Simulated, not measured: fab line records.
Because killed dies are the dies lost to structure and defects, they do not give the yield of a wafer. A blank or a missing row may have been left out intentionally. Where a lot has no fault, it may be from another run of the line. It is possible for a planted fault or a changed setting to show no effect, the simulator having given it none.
fab line records / flow sky130
record lots=6 wafers=18 lastDay=50
route steps=708 shown VIA4@651 METAL5@661
lots that met no fault: from a run of the same line without faults
startH: the number of hours between the record's first day and the start of the first shown wafer of the lot / waitH: hours from the lot's prior step to this one / " the same as in the row above / L1.1+2: several wafers, shown together as one row / - either no value or no given start / * or withheld: withheld / < > ~ a bound
route shown NAME@n: a module of which the file shows steps, and the number in the route of the first / usual: the fault-free wafers' mean and standard deviation / same: alike in all rows / chamber/n: place in a boat / sites: the reading at each site / _std_site: standard deviation across them / _edge_site: inner sites' mean taken away from outer sites' mean / radiusMm: how far each site lies from the wafer's centre / mask NAME#n: copy n / behind: the most recent tool/chamber to have shaped the wafer / hold: what put the lot on hold/how long, in hours/how the hold closed / device: whichever transistor did not switch (one of n, p or np) / end of line: tests run on the same wafers once the route is complete / a step with no rows: only its recipe / killed: dies that structure and defects cost at the first sort, which is not the same as the wafer's yield / map: dies across one wafer; x = killed, . = not, _ = none there
set.NAME: the setting the step ran with; set.NAME@STEP: the setting that earlier step ran with / model.NAME: the simulator's own value behind a step, which no gauge read
lots at some steps of the route; a table a step, a row a wafer
services: when a tool's chamber went out of use (startH, in hours from the record's first day, below 0 if earlier), for how many hours, and the reason
## steps
# step SKY_VIA4_ETCH_12
# recipe target=SiO2 chemistry=C4F8/O2/Ar stopOn=TiN maskMaterial=NOVOLAK sourceW=1500 biasW=1200 pressureMtorr=40 c4f8FlowSccm=withheld O2_flow_sccm=6 Ar_flow_sccm=300 timeS=withheld targetDepthA=5800
# usual oesProductAu=0.925/0.0047 rfFwdPowerW=1490/4.7
lot.wafer=L329.1 tool=rieDiel-02 chamber=2 startH=1035.64 waitH=0.0 oesProductAu=0.921 rfFwdPowerW=1499
lot.wafer=L329.5 tool=rieDiel-02 chamber=1 startH=1035.64 waitH=0.0 oesProductAu=0.923 rfFwdPowerW=1496
lot.wafer=L329.6 tool=rieDiel-02 chamber=0 startH=1035.64 waitH=0.0 oesProductAu=0.919 rfFwdPowerW=1488
lot.wafer=L330.1 tool=rieDiel-04 chamber=2 startH=1046.89 waitH=0.0 oesProductAu=0.925 rfFwdPowerW=1483
lot.wafer=L330.4 tool=rieDiel-04 chamber=2 startH=1046.89 waitH=0.0 oesProductAu=0.921 rfFwdPowerW=1489
lot.wafer=L330.5 tool=rieDiel-04 chamber=3 startH=1046.89 waitH=0.0 oesProductAu=0.931 rfFwdPowerW=1483
lot.wafer=L338.2 tool=rieDiel-04 chamber=0 startH=1089.94 waitH=0.0 oesProductAu=0.924 rfFwdPowerW=1489
lot.wafer=L338.5 tool=rieDiel-04 chamber=2 startH=1089.94 waitH=0.0 oesProductAu=0.927 rfFwdPowerW=1489
lot.wafer=L338.6 tool=rieDiel-04 chamber=3 startH=1089.94 waitH=0.0 oesProductAu=0.931 rfFwdPowerW=1499
lot.wafer=L342.2 tool=rieDiel-01 chamber=1 startH=1110.42 waitH=0.0 oesProductAu=0.930 rfFwdPowerW=1488
lot.wafer=L342.4 tool=rieDiel-01 chamber=3 startH=1110.42 waitH=0.0 oesProductAu=0.932 rfFwdPowerW=1498
lot.wafer=L342.5 tool=rieDiel-01 chamber=3 startH=1110.42 waitH=0.0 oesProductAu=0.923 rfFwdPowerW=1495
lot.wafer=L347.1 tool=rieDiel-04 chamber=0 startH=1137.60 waitH=0.0 oesProductAu=0.928 rfFwdPowerW=1498
lot.wafer=L347.3 tool=rieDiel-04 chamber=2 startH=1137.60 waitH=0.0 oesProductAu=0.927 rfFwdPowerW=1497
lot.wafer=L347.6 tool=rieDiel-04 chamber=3 startH=1137.60 waitH=0.0 oesProductAu=0.933 rfFwdPowerW=1485
lot.wafer=L348.1 tool=rieDiel-04 chamber=3 startH=1142.39 waitH=0.0 oesProductAu=0.920 rfFwdPowerW=1490
lot.wafer=L348.2 tool=rieDiel-04 chamber=0 startH=1142.39 waitH=0.0 oesProductAu=0.923 rfFwdPowerW=1488
lot.wafer=L348.6 tool=rieDiel-04 chamber=1 startH=1142.39 waitH=0.0 oesProductAu=0.927 rfFwdPowerW=1485
# step SKY_VIA4_STRIP_13
# recipe chemistry=O2/N2 powerW=1400 pressureMtorr=1500 platenTempC=withheld o2FlowSccm=3000 n2FlowSccm=300 overashFraction=0.5
# step SKY_VIA4_STRIP_14
# recipe chemistry=postEtchResidueRemover timeS=1200 tempC=72.5
# step SKY_VIA4_CLEAN_15
# recipe chemistry=IPA timeS=180 tempC=25
# step SKY_VIA4_CLEAN_16
# recipe chemistry=O3/DIW dry=n2Spin
# step SKY_VIA4_SPUTTER_17
# recipe material=TiN targetThkNm=20 chamberPressurePa=5 powerW=4000 timeS=80
# step SKY_VIA4_CVD_18
# recipe material=W targetThkNm=505 timeS=152.14 tempC=400 pressureTorr=40
# usual heaterPowerOuterW=495/18 heaterPowerW=803/48
lot.wafer=L329.1 tool=cvdW-02 chamber=1 startH=1036.38 waitH=0.0 heaterPowerOuterW=483 heaterPowerW=820
lot.wafer=L329.5 tool=cvdW-02 chamber=0 startH=1036.38 waitH=0.0 heaterPowerOuterW=452 heaterPowerW=696
lot.wafer=L329.6 tool=cvdW-02 chamber=1 startH=1036.38 waitH=0.0 heaterPowerOuterW=489 heaterPowerW=829
lot.wafer=L330.1 tool=cvdW-02 chamber=1 startH=1047.69 waitH=0.0 heaterPowerOuterW=489 heaterPowerW=868
lot.wafer=L330.4 tool=cvdW-02 chamber=1 startH=1047.69 waitH=0.0 heaterPowerOuterW=489 heaterPowerW=844
lot.wafer=L330.5 tool=cvdW-02 chamber=0 startH=1047.69 waitH=0.0 heaterPowerOuterW=468 heaterPowerW=705
lot.wafer=L338.2 tool=cvdW-01 chamber=1 startH=1090.67 waitH=0.0 heaterPowerOuterW=503 heaterPowerW=817
lot.wafer=L338.5 tool=cvdW-01 chamber=0 startH=1090.67 waitH=0.0 heaterPowerOuterW=515 heaterPowerW=804
lot.wafer=L338.6 tool=cvdW-01 chamber=1 startH=1090.67 waitH=0.0 heaterPowerOuterW=498 heaterPowerW=813
lot.wafer=L342.2 tool=cvdW-02 chamber=1 startH=1111.15 waitH=0.0 heaterPowerOuterW=496 heaterPowerW=855
lot.wafer=L342.4 tool=cvdW-02 chamber=0 startH=1111.15 waitH=0.0 heaterPowerOuterW=458 heaterPowerW=686
lot.wafer=L342.5 tool=cvdW-02 chamber=0 startH=1111.15 waitH=0.0 heaterPowerOuterW=472 heaterPowerW=702
lot.wafer=L347.1 tool=cvdW-02 chamber=0 startH=1138.33 waitH=0.0 heaterPowerOuterW=468 heaterPowerW=693
lot.wafer=L347.3 tool=cvdW-02 chamber=1 startH=1138.33 waitH=0.0 heaterPowerOuterW=501 heaterPowerW=839
lot.wafer=L347.6 tool=cvdW-02 chamber=1 startH=1138.33 waitH=0.0 heaterPowerOuterW=490 heaterPowerW=849
lot.wafer=L348.1 tool=cvdW-01 chamber=0 startH=1143.12 waitH=0.0 heaterPowerOuterW=511 heaterPowerW=826
lot.wafer=L348.2 tool=cvdW-01 chamber=1 startH=1143.12 waitH=0.0 heaterPowerOuterW=506 heaterPowerW=814
lot.wafer=L348.6 tool=cvdW-01 chamber=1 startH=1143.12 waitH=0.0 heaterPowerOuterW=513 heaterPowerW=824
# step SKY_VIA4_RS_MEAS_19
# recipe thkMeasGauge=four-point-probe reads=W_of_VIA4_CVD_18+TiN_of_VIA4_SPUTTER_17
# usual VIA4_W_RS=0.2267/0.0024
lot.wafer=L329.1 tool=filmMetro-01 chamber=- startH=1036.53 waitH=0.1 VIA4_W_RS[ohm/sq]=0.2248
lot.wafer=L329.5 tool=filmMetro-01 chamber=- startH=1036.53 waitH=0.1 VIA4_W_RS[ohm/sq]=0.2239
lot.wafer=L329.6 tool=filmMetro-01 chamber=- startH=1036.53 waitH=0.1 VIA4_W_RS[ohm/sq]=0.2250
lot.wafer=L330.1 tool=filmMetro-04 chamber=- startH=1047.85 waitH=0.1 VIA4_W_RS[ohm/sq]=0.2267
lot.wafer=L330.4 tool=filmMetro-04 chamber=- startH=1047.85 waitH=0.1 VIA4_W_RS[ohm/sq]=0.2275
lot.wafer=L330.5 tool=filmMetro-04 chamber=- startH=1047.85 waitH=0.1 VIA4_W_RS[ohm/sq]=0.2241
lot.wafer=L338.2 tool=filmMetro-04 chamber=- startH=1090.84 waitH=0.1 VIA4_W_RS[ohm/sq]=0.2265
lot.wafer=L338.5 tool=filmMetro-04 chamber=- startH=1090.84 waitH=0.1 VIA4_W_RS[ohm/sq]=0.2280
lot.wafer=L338.6 tool=filmMetro-04 chamber=- startH=1090.84 waitH=0.1 VIA4_W_RS[ohm/sq]=0.2281
lot.wafer=L342.2 tool=filmMetro-04 chamber=- startH=1111.32 waitH=0.1 VIA4_W_RS[ohm/sq]=0.2279
lot.wafer=L342.4 tool=filmMetro-04 chamber=- startH=1111.32 waitH=0.1 VIA4_W_RS[ohm/sq]=0.2238
lot.wafer=L342.5 tool=filmMetro-04 chamber=- startH=1111.32 waitH=0.1 VIA4_W_RS[ohm/sq]=0.2244
lot.wafer=L347.1 tool=filmMetro-04 chamber=- startH=1138.48 waitH=0.1 VIA4_W_RS[ohm/sq]=0.2221
lot.wafer=L347.3 tool=filmMetro-04 chamber=- startH=1138.48 waitH=0.1 VIA4_W_RS[ohm/sq]=0.2286
lot.wafer=L347.6 tool=filmMetro-04 chamber=- startH=1138.48 waitH=0.1 VIA4_W_RS[ohm/sq]=0.2298
lot.wafer=L348.1 tool=filmMetro-04 chamber=- startH=1143.27 waitH=0.1 VIA4_W_RS[ohm/sq]=0.2266
lot.wafer=L348.2 tool=filmMetro-04 chamber=- startH=1143.27 waitH=0.1 VIA4_W_RS[ohm/sq]=0.2271
lot.wafer=L348.6 tool=filmMetro-04 chamber=- startH=1143.27 waitH=0.1 VIA4_W_RS[ohm/sq]=0.2283
# step SKY_VIA4_THK_MEAS_20
# recipe thkMeasGauge=xrf reads=W_of_VIA4_CVD_18
# usual VIA4_W_THK=522/7.2
lot.wafer=L329.1 tool=filmMetro-01 chamber=- startH=1036.65 waitH=0.1 VIA4_W_THK[nm]=517
lot.wafer=L329.5 tool=filmMetro-01 chamber=- startH=1036.65 waitH=0.1 VIA4_W_THK[nm]=521
lot.wafer=L329.6 tool=filmMetro-01 chamber=- startH=1036.65 waitH=0.1 VIA4_W_THK[nm]=519
lot.wafer=L330.1 tool=filmMetro-04 chamber=- startH=1047.97 waitH=0.1 VIA4_W_THK[nm]=522
lot.wafer=L330.4 tool=filmMetro-04 chamber=- startH=1047.97 waitH=0.1 VIA4_W_THK[nm]=518
lot.wafer=L330.5 tool=filmMetro-04 chamber=- startH=1047.97 waitH=0.1 VIA4_W_THK[nm]=528
lot.wafer=L338.2 tool=filmMetro-04 chamber=- startH=1090.95 waitH=0.1 VIA4_W_THK[nm]=524
lot.wafer=L338.5 tool=filmMetro-04 chamber=- startH=1090.95 waitH=0.1 VIA4_W_THK[nm]=521
lot.wafer=L338.6 tool=filmMetro-04 chamber=- startH=1090.95 waitH=0.1 VIA4_W_THK[nm]=522
lot.wafer=L342.2 tool=filmMetro-04 chamber=- startH=1111.43 waitH=0.1 VIA4_W_THK[nm]=523
lot.wafer=L342.4 tool=filmMetro-04 chamber=- startH=1111.43 waitH=0.1 VIA4_W_THK[nm]=532
lot.wafer=L342.5 tool=filmMetro-04 chamber=- startH=1111.43 waitH=0.1 VIA4_W_THK[nm]=532
lot.wafer=L347.1 tool=filmMetro-04 chamber=- startH=1138.60 waitH=0.1 VIA4_W_THK[nm]=533
lot.wafer=L347.3 tool=filmMetro-04 chamber=- startH=1138.60 waitH=0.1 VIA4_W_THK[nm]=522
lot.wafer=L347.6 tool=filmMetro-04 chamber=- startH=1138.60 waitH=0.1 VIA4_W_THK[nm]=517
lot.wafer=L348.1 tool=filmMetro-04 chamber=- startH=1143.39 waitH=0.1 VIA4_W_THK[nm]=525
lot.wafer=L348.2 tool=filmMetro-04 chamber=- startH=1143.39 waitH=0.1 VIA4_W_THK[nm]=522
lot.wafer=L348.6 tool=filmMetro-04 chamber=- startH=1143.39 waitH=0.1 VIA4_W_THK[nm]=523
# step SKY_VIA4_CMP_21
# recipe stopOn=SiO2 tOverpolishS=25 downForcePsi=3.5 platenRpm=60 targetThkNm=0 padVelocityMS=0.94248
# usual headPressurePsi=3.500/0.008 motorCurrentA=11.0/0.71 overpolishRunS=24.999/0.0088 slurryFilterDpKPa=13.48/0.13 timeToEndpointS=122/5.2
lot.wafer=L329.1 tool=cmp-01 chamber=2 startH=1036.81 waitH=0.1 headPressurePsi=3.492 motorCurrentA=10.5 overpolishRunS=25.001 slurryFilterDpKPa=13.90 timeToEndpointS=132
lot.wafer=L329.5 tool=cmp-01 chamber=0 startH=1036.81 waitH=0.1 headPressurePsi=3.511 motorCurrentA=12.0 overpolishRunS=24.988 slurryFilterDpKPa=13.33 timeToEndpointS=126
lot.wafer=L329.6 tool=cmp-01 chamber=1 startH=1036.81 waitH=0.1 headPressurePsi=3.507 motorCurrentA=10.9 overpolishRunS=24.993 slurryFilterDpKPa=13.34 timeToEndpointS=117
lot.wafer=L330.1 tool=cmp-01 chamber=0 startH=1048.03 waitH=0.1 headPressurePsi=3.507 motorCurrentA=12.0 overpolishRunS=24.993 slurryFilterDpKPa=13.57 timeToEndpointS=129
lot.wafer=L330.4 tool=cmp-01 chamber=2 startH=1048.03 waitH=0.1 headPressurePsi=3.511 motorCurrentA=10.9 overpolishRunS=24.999 slurryFilterDpKPa=13.31 timeToEndpointS=126
lot.wafer=L330.5 tool=cmp-01 chamber=1 startH=1048.03 waitH=0.1 headPressurePsi=3.506 motorCurrentA=11.5 overpolishRunS=24.991 slurryFilterDpKPa=13.43 timeToEndpointS=115
lot.wafer=L338.2 tool=cmp-02 chamber=0 startH=1091.00 waitH=0.0 headPressurePsi=3.501 motorCurrentA=11.9 overpolishRunS=25.015 slurryFilterDpKPa=13.51 timeToEndpointS=127
lot.wafer=L338.5 tool=cmp-02 chamber=0 startH=1091.00 waitH=0.0 headPressurePsi=3.510 motorCurrentA=12.2 overpolishRunS=24.993 slurryFilterDpKPa=13.64 timeToEndpointS=127
lot.wafer=L338.6 tool=cmp-02 chamber=1 startH=1091.00 waitH=0.0 headPressurePsi=3.512 motorCurrentA=9.3 overpolishRunS=25.008 slurryFilterDpKPa=13.64 timeToEndpointS=119
lot.wafer=L342.2 tool=cmp-02 chamber=1 startH=1111.48 waitH=0.0 headPressurePsi=3.502 motorCurrentA=10.0 overpolishRunS=24.991 slurryFilterDpKPa=13.40 timeToEndpointS=118
lot.wafer=L342.4 tool=cmp-02 chamber=3 startH=1111.48 waitH=0.0 headPressurePsi=3.497 motorCurrentA=10.1 overpolishRunS=25.007 slurryFilterDpKPa=13.51 timeToEndpointS=124
lot.wafer=L342.5 tool=cmp-02 chamber=2 startH=1111.48 waitH=0.0 headPressurePsi=3.508 motorCurrentA=10.7 overpolishRunS=24.988 slurryFilterDpKPa=13.34 timeToEndpointS=125
lot.wafer=L347.1 tool=cmp-01 chamber=2 startH=1138.71 waitH=0.1 headPressurePsi=3.516 motorCurrentA=11.0 overpolishRunS=24.998 slurryFilterDpKPa=13.61 timeToEndpointS=125
lot.wafer=L347.3 tool=cmp-01 chamber=3 startH=1138.71 waitH=0.1 headPressurePsi=3.505 motorCurrentA=10.9 overpolishRunS=24.999 slurryFilterDpKPa=13.34 timeToEndpointS=126
lot.wafer=L347.6 tool=cmp-01 chamber=2 startH=1138.71 waitH=0.1 headPressurePsi=3.504 motorCurrentA=10.5 overpolishRunS=25.003 slurryFilterDpKPa=13.45 timeToEndpointS=123
lot.wafer=L348.2 tool=cmp-02 chamber=1 startH=1143.45 waitH=0.0 headPressurePsi=3.496 motorCurrentA=10.1 overpolishRunS=25.014 slurryFilterDpKPa=13.44 timeToEndpointS=121
lot.wafer=L348.1 tool=cmp-02 chamber=0 startH=1143.45 waitH=0.0 headPressurePsi=3.493 motorCurrentA=11.6 overpolishRunS=25.006 slurryFilterDpKPa=13.41 timeToEndpointS=128
lot.wafer=L348.6 tool=cmp-02 chamber=1 startH=1143.45 waitH=0.0 headPressurePsi=3.489 motorCurrentA=10.8 overpolishRunS=24.998 slurryFilterDpKPa=13.52 timeToEndpointS=116
# step SKY_METAL5_SPUTTER_00
# recipe material=Ti targetThkNm=15 powerW=3000 timeS=10 chamberPressurePa=0.4
# usual cathodeDcPowerW=3000.0/0.52 chamberPressurePa=0.4000/0.00091 throttleValvePct=29.8/1.1
lot.wafer=L329.1 tool=pvdSputter-01 chamber=- startH=1037.01 waitH=0.1 cathodeDcPowerW=3000.1 chamberPressurePa=0.4001 throttleValvePct=31.6
lot.wafer=L329.5 tool=pvdSputter-01 chamber=- startH=1037.01 waitH=0.1 cathodeDcPowerW=3000.5 chamberPressurePa=0.3993 throttleValvePct=27.7
lot.wafer=L329.6 tool=pvdSputter-01 chamber=- startH=1037.01 waitH=0.1 cathodeDcPowerW=3000.1 chamberPressurePa=0.4007 throttleValvePct=29.9
lot.wafer=L330.1 tool=pvdSputter-02 chamber=- startH=1048.33 waitH=0.2 cathodeDcPowerW=2999.7 chamberPressurePa=0.3998 throttleValvePct=30.3
lot.wafer=L330.4 tool=pvdSputter-02 chamber=- startH=1048.33 waitH=0.2 cathodeDcPowerW=2999.8 chamberPressurePa=0.3992 throttleValvePct=31.2
lot.wafer=L330.5 tool=pvdSputter-02 chamber=- startH=1048.33 waitH=0.2 cathodeDcPowerW=2999.0 chamberPressurePa=0.4005 throttleValvePct=30.1
lot.wafer=L338.2 tool=pvdSputter-02 chamber=- startH=1091.30 waitH=0.2 cathodeDcPowerW=3000.3 chamberPressurePa=0.3996 throttleValvePct=29.5
lot.wafer=L338.5 tool=pvdSputter-02 chamber=- startH=1091.30 waitH=0.2 cathodeDcPowerW=3000.0 chamberPressurePa=0.3997 throttleValvePct=29.1
lot.wafer=L338.6 tool=pvdSputter-02 chamber=- startH=1091.30 waitH=0.2 cathodeDcPowerW=2999.8 chamberPressurePa=0.3997 throttleValvePct=29.6
lot.wafer=L342.2 tool=pvdSputter-02 chamber=- startH=1111.78 waitH=0.2 cathodeDcPowerW=2999.7 chamberPressurePa=0.4003 throttleValvePct=28.9
lot.wafer=L342.4 tool=pvdSputter-02 chamber=- startH=1111.78 waitH=0.2 cathodeDcPowerW=2999.8 chamberPressurePa=0.4014 throttleValvePct=29.0
lot.wafer=L342.5 tool=pvdSputter-02 chamber=- startH=1111.78 waitH=0.2 cathodeDcPowerW=2999.5 chamberPressurePa=0.3998 throttleValvePct=30.3
lot.wafer=L347.1 tool=pvdSputter-01 chamber=- startH=1138.96 waitH=0.2 cathodeDcPowerW=2999.4 chamberPressurePa=0.4006 throttleValvePct=29.9
lot.wafer=L347.3 tool=pvdSputter-01 chamber=- startH=1138.96 waitH=0.2 cathodeDcPowerW=3000.6 chamberPressurePa=0.3998 throttleValvePct=31.3
lot.wafer=L347.6 tool=pvdSputter-01 chamber=- startH=1138.96 waitH=0.2 cathodeDcPowerW=3000.2 chamberPressurePa=0.3997 throttleValvePct=31.4
lot.wafer=L348.1 tool=pvdSputter-01 chamber=- startH=1143.75 waitH=0.1 cathodeDcPowerW=2999.6 chamberPressurePa=0.3992 throttleValvePct=27.6
lot.wafer=L348.2 tool=pvdSputter-01 chamber=- startH=1143.75 waitH=0.1 cathodeDcPowerW=2999.3 chamberPressurePa=0.4006 throttleValvePct=31.5
lot.wafer=L348.6 tool=pvdSputter-01 chamber=- startH=1143.75 waitH=0.1 cathodeDcPowerW=3000.0 chamberPressurePa=0.3992 throttleValvePct=30.1
# step SKY_METAL5_SPUTTER_01
# recipe material=TiN targetThkNm=20 powerW=6500 timeS=16.7 chamberPressurePa=0.4
# usual cathodeDcPowerW=6500.0/1.2 chamberPressurePa=0.4000/0.00081 throttleValvePct=29.8/1.1
lot.wafer=L329.1 tool=pvdSputter-01 chamber=- startH=1037.04 waitH=0.0 cathodeDcPowerW=6499.6 chamberPressurePa=0.3998 throttleValvePct=31.4
lot.wafer=L329.5 tool=pvdSputter-01 chamber=- startH=1037.04 waitH=0.0 cathodeDcPowerW=6500.4 chamberPressurePa=0.3993 throttleValvePct=27.3
lot.wafer=L329.6 tool=pvdSputter-01 chamber=- startH=1037.04 waitH=0.0 cathodeDcPowerW=6501.4 chamberPressurePa=0.4015 throttleValvePct=30.2
lot.wafer=L330.1 tool=pvdSputter-02 chamber=- startH=1048.35 waitH=0.0 cathodeDcPowerW=6501.3 chamberPressurePa=0.3999 throttleValvePct=30.1
lot.wafer=L330.4 tool=pvdSputter-02 chamber=- startH=1048.35 waitH=0.0 cathodeDcPowerW=6499.2 chamberPressurePa=0.4017 throttleValvePct=31.2
lot.wafer=L330.5 tool=pvdSputter-02 chamber=- startH=1048.35 waitH=0.0 cathodeDcPowerW=6499.2 chamberPressurePa=0.3997 throttleValvePct=30.4
lot.wafer=L338.2 tool=pvdSputter-02 chamber=- startH=1091.32 waitH=0.0 cathodeDcPowerW=6499.2 chamberPressurePa=0.3994 throttleValvePct=29.6
lot.wafer=L338.5 tool=pvdSputter-02 chamber=- startH=1091.32 waitH=0.0 cathodeDcPowerW=6500.3 chamberPressurePa=0.4011 throttleValvePct=29.0
lot.wafer=L338.6 tool=pvdSputter-02 chamber=- startH=1091.32 waitH=0.0 cathodeDcPowerW=6498.5 chamberPressurePa=0.3994 throttleValvePct=29.6
lot.wafer=L342.2 tool=pvdSputter-02 chamber=- startH=1111.80 waitH=0.0 cathodeDcPowerW=6500.3 chamberPressurePa=0.4006 throttleValvePct=29.1
lot.wafer=L342.4 tool=pvdSputter-02 chamber=- startH=1111.80 waitH=0.0 cathodeDcPowerW=6500.0 chamberPressurePa=0.3982 throttleValvePct=28.8
lot.wafer=L342.5 tool=pvdSputter-02 chamber=- startH=1111.80 waitH=0.0 cathodeDcPowerW=6499.8 chamberPressurePa=0.4001 throttleValvePct=30.3
lot.wafer=L347.1 tool=pvdSputter-01 chamber=- startH=1138.99 waitH=0.0 cathodeDcPowerW=6499.9 chamberPressurePa=0.4012 throttleValvePct=29.9
lot.wafer=L347.3 tool=pvdSputter-01 chamber=- startH=1138.99 waitH=0.0 cathodeDcPowerW=6500.8 chamberPressurePa=0.3996 throttleValvePct=31.4
lot.wafer=L347.6 tool=pvdSputter-01 chamber=- startH=1138.99 waitH=0.0 cathodeDcPowerW=6500.4 chamberPressurePa=0.3985 throttleValvePct=31.5
lot.wafer=L348.1 tool=pvdSputter-01 chamber=- startH=1143.77 waitH=0.0 cathodeDcPowerW=6497.6 chamberPressurePa=0.4000 throttleValvePct=27.6
lot.wafer=L348.2 tool=pvdSputter-01 chamber=- startH=1143.77 waitH=0.0 cathodeDcPowerW=6498.5 chamberPressurePa=0.4002 throttleValvePct=31.7
lot.wafer=L348.6 tool=pvdSputter-01 chamber=- startH=1143.77 waitH=0.0 cathodeDcPowerW=6498.1 chamberPressurePa=0.4005 throttleValvePct=30.1
# step SKY_METAL5_SPUTTER_02
# recipe material=AlCu targetThkNm=1150 powerW=10600 timeS=61.2 chamberPressurePa=0.4
# usual cathodeDcPowerW=10600/1.8 chamberPressurePa=0.3998/0.00084 throttleValvePct=29.8/1.2
lot.wafer=L329.1 tool=pvdSputter-01 chamber=- startH=1037.06 waitH=0.0 cathodeDcPowerW=10601 chamberPressurePa=0.3994 throttleValvePct=31.4
lot.wafer=L329.5 tool=pvdSputter-01 chamber=- startH=1037.06 waitH=0.0 cathodeDcPowerW=10604 chamberPressurePa=0.3987 throttleValvePct=27.1
lot.wafer=L329.6 tool=pvdSputter-01 chamber=- startH=1037.06 waitH=0.0 cathodeDcPowerW=10602 chamberPressurePa=0.4006 throttleValvePct=29.9
lot.wafer=L330.1 tool=pvdSputter-02 chamber=- startH=1048.37 waitH=0.0 cathodeDcPowerW=10598 chamberPressurePa=0.3988 throttleValvePct=30.4
lot.wafer=L330.4 tool=pvdSputter-02 chamber=- startH=1048.37 waitH=0.0 cathodeDcPowerW=10597 chamberPressurePa=0.4003 throttleValvePct=31.2
lot.wafer=L330.5 tool=pvdSputter-02 chamber=- startH=1048.37 waitH=0.0 cathodeDcPowerW=10601 chamberPressurePa=0.3980 throttleValvePct=30.2
lot.wafer=L338.2 tool=pvdSputter-02 chamber=- startH=1091.35 waitH=0.0 cathodeDcPowerW=10601 chamberPressurePa=0.3626 throttleValvePct=31.2
lot.wafer=L338.5 tool=pvdSputter-02 chamber=- startH=1091.35 waitH=0.0 cathodeDcPowerW=10599 chamberPressurePa=0.3631 throttleValvePct=30.1
lot.wafer=L338.6 tool=pvdSputter-02 chamber=- startH=1091.35 waitH=0.0 cathodeDcPowerW=10602 chamberPressurePa=0.3627 throttleValvePct=31.0
lot.wafer=L342.2 tool=pvdSputter-02 chamber=- startH=1111.83 waitH=0.0 cathodeDcPowerW=10600 chamberPressurePa=0.3629 throttleValvePct=30.3
lot.wafer=L342.4 tool=pvdSputter-02 chamber=- startH=1111.83 waitH=0.0 cathodeDcPowerW=10600 chamberPressurePa=0.3630 throttleValvePct=30.3
lot.wafer=L342.5 tool=pvdSputter-02 chamber=- startH=1111.83 waitH=0.0 cathodeDcPowerW=10601 chamberPressurePa=0.3621 throttleValvePct=31.9
lot.wafer=L347.1 tool=pvdSputter-01 chamber=- startH=1139.01 waitH=0.0 cathodeDcPowerW=10600 chamberPressurePa=0.3997 throttleValvePct=29.9
lot.wafer=L347.3 tool=pvdSputter-01 chamber=- startH=1139.01 waitH=0.0 cathodeDcPowerW=10599 chamberPressurePa=0.4004 throttleValvePct=31.6
lot.wafer=L347.6 tool=pvdSputter-01 chamber=- startH=1139.01 waitH=0.0 cathodeDcPowerW=10603 chamberPressurePa=0.4012 throttleValvePct=31.2
lot.wafer=L348.1 tool=pvdSputter-01 chamber=- startH=1143.80 waitH=0.0 cathodeDcPowerW=10600 chamberPressurePa=0.4003 throttleValvePct=27.3
lot.wafer=L348.2 tool=pvdSputter-01 chamber=- startH=1143.80 waitH=0.0 cathodeDcPowerW=10602 chamberPressurePa=0.3989 throttleValvePct=31.4
lot.wafer=L348.6 tool=pvdSputter-01 chamber=- startH=1143.80 waitH=0.0 cathodeDcPowerW=10599 chamberPressurePa=0.4005 throttleValvePct=30.0
# step SKY_METAL5_SPUTTER_03
# recipe material=Ti targetThkNm=5 powerW=3000 timeS=3.3 chamberPressurePa=0.4
## services
tool=cmp-02 chamber=- startH=1017.79 hours=4.6 kind=pm
tool=rieDiel-04 chamber=0 startH=1031.71 hours=- kind=clean
tool=rieDiel-04 chamber=0 startH=1031.71 hours=21.2 kind=scheduledDown
tool=rieDiel-04 chamber=0 startH=1031.71 hours=21.2 kind=ventCycle
tool=cmp-01 chamber=- startH=1042.69 hours=2.0 kind=repair
tool=cvdW-02 chamber=0 startH=1049.69 hours=12.3 kind=repair
tool=cmp-01 chamber=- startH=1050.80 hours=2.9 kind=repair
tool=cmp-01 chamber=- startH=1066.33 hours=4.2 kind=pm
tool=rieDiel-01 chamber=1 startH=1073.39 hours=- kind=clean
tool=rieDiel-01 chamber=1 startH=1073.39 hours=15.2 kind=scheduledDown
tool=rieDiel-01 chamber=1 startH=1073.39 hours=15.2 kind=ventCycle
tool=rieDiel-02 chamber=2 startH=1080.79 hours=- kind=clean
tool=cmp-01 chamber=- startH=1084.21 hours=4.0 kind=pm
tool=cmp-01 chamber=- startH=1088.21 hours=- kind=consumableReplace:conditioner
tool=cmp-01 chamber=- startH=1088.21 hours=- kind=consumableReplace:pad
tool=cvdW-02 chamber=- startH=1089.90 hours=2.4 kind=repair
tool=pvdSputter-01 chamber=- startH=1090.68 hours=8.8 kind=repair
tool=rieDiel-04 chamber=- startH=1090.76 hours=1.4 kind=repair
tool=pvdSputter-01 chamber=- startH=1090.89 hours=1.3 kind=repair
tool=rieDiel-04 chamber=0 startH=1093.95 hours=2.5 kind=repair
tool=cvdW-02 chamber=- startH=1115.66 hours=2.8 kind=pm
tool=cvdW-02 chamber=1 startH=1118.43 hours=4.7 kind=repair
tool=cmp-01 chamber=- startH=1120.26 hours=3.7 kind=repair
tool=pvdSputter-02 chamber=- startH=1134.28 hours=6.2 kind=repair
## key
firstSign step=SKY_METAL5_SPUTTER_02 reading=chamberPressurePa direction=down sigmas=44 usual=0.3998 struck=0.3627
effect none on later readings
metAt SKY_METAL5_SPUTTER_02
struckWafers L338.2,L338.5,L338.6,L342.2,L342.4,L342.5
onsetBetween 1048.37 1091.35
fault kind=processParameterDrift tool=pvdSputter-02 chamber=- onsetH=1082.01 steps=SKY_METAL5_SPUTTER_02 channel=chamberPressurePa offset=-0.036546 shape=step endH=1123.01 actsIn=theseRecipesOnly stated=0.4
